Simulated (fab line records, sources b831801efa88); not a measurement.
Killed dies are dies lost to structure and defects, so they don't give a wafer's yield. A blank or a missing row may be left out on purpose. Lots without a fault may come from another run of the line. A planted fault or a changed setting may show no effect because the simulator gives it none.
A struck lot beside a sound one | flow gf180mcu | 43 steps out of a route of 602
Sound: wafers L969.1, L969.3, L969.4. Struck: wafer L982.3. (L982.2, L982.5 of the same lot were not struck and are left out.) The cause comes at the end.
At each step with rows: each side's tool, then ch and its chambers, then its first start. Under that, the readings that differ: sound wafers | struck wafers | difference of the means | sigmas: that difference in standard deviations of wafers without a fault.
alike: readings whose means differ by less than 2 such deviations, and words and numbers that are the same on both sides. not compared: withheld readings, readings that some wafer has no value for, bounds like >300 that may hide the same value, and numbers for which the record gives no deviation and whose values overlap.
The two part at a step that has a row with sigmas, a row that says differs or no value, or rows on one side only. Numbers that don't overlap but have no deviation are shown without sigmas and don't part them. A reading that every wafer of one side lacks parts them only if that side has two wafers or more.

GF_POLY_GATE_THK_MEAS_17:
  sound on film_metro-01, day 10 05:01; struck on film_metro-01, day 14 01:53
  alike: POLY_GATE_OXIDATION_THK
GF_POLY_GATE_CD_MEAS_18:
  sound on cd_sem-02, day 10 05:05; struck on cd_sem-01, day 14 01:57
  alike: cd_nm
then, 7 steps without rows for these wafers: GF_HV_LDD_DEHYDRATE_00 (time 60 s); GF_HV_LDD_HMDS_01 (prime time 60 s); GF_HV_LDD_COAT_02 (resist thk 1000 nm); GF_HV_LDD_SOFTBAKE_03 (time 60 s); GF_HV_LDD_EXPOSE_04 (exposes mask Nplus LV AREA, target cd 400 nm); GF_HV_LDD_PEB_05; GF_HV_LDD_DEVELOP_06 (develop time 60 s).
GF_HV_LDD_CD_MEAS_07: target cd 400 nm.
  sound on cd_sem-02, day 10 23:40; struck on cd_sem-01, day 14 22:31
  alike: cd_nm
GF_HV_LDD_OVL_MEAS_08:
  sound on overlay-01, day 10 23:47; struck on overlay-02, day 14 22:37
  alike: HV_LDD_OVL
then, 1 step without rows for these wafers: GF_HV_LDD_IMPLANT_09.
GF_HV_LDD_STRIP_10: strips in O2/N2.
  sound on plasma_asher-03 ch 0,1, day 10 23:58; struck on plasma_asher-03 ch 0, day 14 22:47
  alike: drypump_motor_current_A, heater_power_w, oes_product_au, strip_time_to_endpoint_s
  not compared: rf_hours_counter_h
GF_HV_LDD_TW_MEAS_11:
  sound on film_metro-04, day 11 00:04; struck on film_metro-02, day 14 22:54
  reading   | sound          | struck | difference | sigmas
  HV_LDD_TW | 2381 2375 2364 | 2426   | +53        | +3
then, 7 steps without rows for these wafers: GF_HV_LDD_DEHYDRATE_12 (time 60 s); GF_HV_LDD_HMDS_13 (prime time 60 s); GF_HV_LDD_COAT_14 (resist thk 1000 nm); GF_HV_LDD_SOFTBAKE_15 (time 60 s); GF_HV_LDD_EXPOSE_16 (exposes mask Pplus LV AREA, target cd 400 nm); GF_HV_LDD_PEB_17; GF_HV_LDD_DEVELOP_18 (develop time 60 s).
GF_HV_LDD_CD_MEAS_19: target cd 400 nm.
  sound on cd_sem-02, day 11 17:44; struck on cd_sem-01, day 15 20:04
  reading    | sound             | struck | difference | sigmas
  cd_nm (nm) | 397.1 397.8 397.0 | 403.6  | +6.3       | +3
GF_HV_LDD_OVL_MEAS_20:
  sound on overlay-01, day 11 17:52; struck on overlay-02, day 15 20:10
  alike: HV_LDD_01_OVL
then, 1 step without rows for these wafers: GF_HV_LDD_IMPLANT_21.
GF_HV_LDD_STRIP_22: strips in O2/N2.
  sound on plasma_asher-04 ch 0,1, day 11 18:03; struck on plasma_asher-04 ch 1, day 15 20:20
  reading               | sound             | struck | difference | sigmas
  oes_product_au (a.u.) | 0.717 0.717 0.717 | 0.708  | -0.009     | -2
  alike: drypump_motor_current_A, heater_power_w, strip_time_to_endpoint_s
  not compared: rf_hours_counter_h
GF_HV_LDD_TW_MEAS_23:
  sound on film_metro-02, day 11 18:09; struck on film_metro-04, day 15 20:27
  alike: HV_LDD_2_TW
then, 7 steps without rows for these wafers: GF_HV_LDD_DEHYDRATE_24 (time 60 s); GF_HV_LDD_HMDS_25 (prime time 60 s); GF_HV_LDD_COAT_26 (resist thk 1000 nm); GF_HV_LDD_SOFTBAKE_27 (time 60 s); GF_HV_LDD_EXPOSE_28 (exposes mask Nplus HV AREA, target cd 400 nm); GF_HV_LDD_PEB_29; GF_HV_LDD_DEVELOP_30 (develop time 60 s).
GF_HV_LDD_CD_MEAS_31: target cd 400 nm.
  sound on cd_sem-01, day 12 13:09; struck on cd_sem-02, day 16 17:52
  reading    | sound             | struck | difference | sigmas
  cd_nm (nm) | 399.3 395.3 394.2 | 403.0  | +6.7       | +3
GF_HV_LDD_OVL_MEAS_32:
  sound on overlay-02, day 12 13:16; struck on overlay-01, day 16 17:58
  alike: HV_LDD_02_OVL
then, 4 steps without rows for these wafers: GF_HV_LDD_IMPLANT_33; GF_HV_LDD_IMPLANT_34; GF_HV_LDD_IMPLANT_35; GF_HV_LDD_IMPLANT_36.
GF_HV_LDD_STRIP_37: strips in O2/N2.
  sound on plasma_asher-01 ch 0,1, day 12 13:55; struck on plasma_asher-01 ch 1, day 16 18:35
  reading                      | sound             | struck | difference | sigmas
  oes_product_au (a.u.)        | 0.718 0.718 0.717 | 0.708  | -0.010     | -2
  strip_time_to_endpoint_s (s) | 12.70 12.73 12.74 | 12.66  | -0.06      | -2
  alike: drypump_motor_current_A, heater_power_w
  not compared: rf_hours_counter_h
GF_HV_LDD_TW_MEAS_38:
  sound on film_metro-03, day 12 14:01; struck on film_metro-04, day 16 18:42
  alike: HV_LDD_3_TW
then, 1 step without rows for these wafers: GF_HV_LDD_DEHYDRATE_39 (time 60 s).
-- the record jumps here: 17 days lie between the struck wafers' starts before and after (it left off in module HV_LDD and takes up again in module PASSIVATION, whose first step shown is number 602 of the route) --
GF_PASSIVATION_PROBE_99:
  the record has rows for the struck wafers here (prober-01, day 33 12:55) and none for the sound ones

WHERE THEY PART
First at GF_HV_LDD_TW_MEAS_11; last, within this record, at GF_PASSIVATION_PROBE_99.

WHY: what the simulator had put in
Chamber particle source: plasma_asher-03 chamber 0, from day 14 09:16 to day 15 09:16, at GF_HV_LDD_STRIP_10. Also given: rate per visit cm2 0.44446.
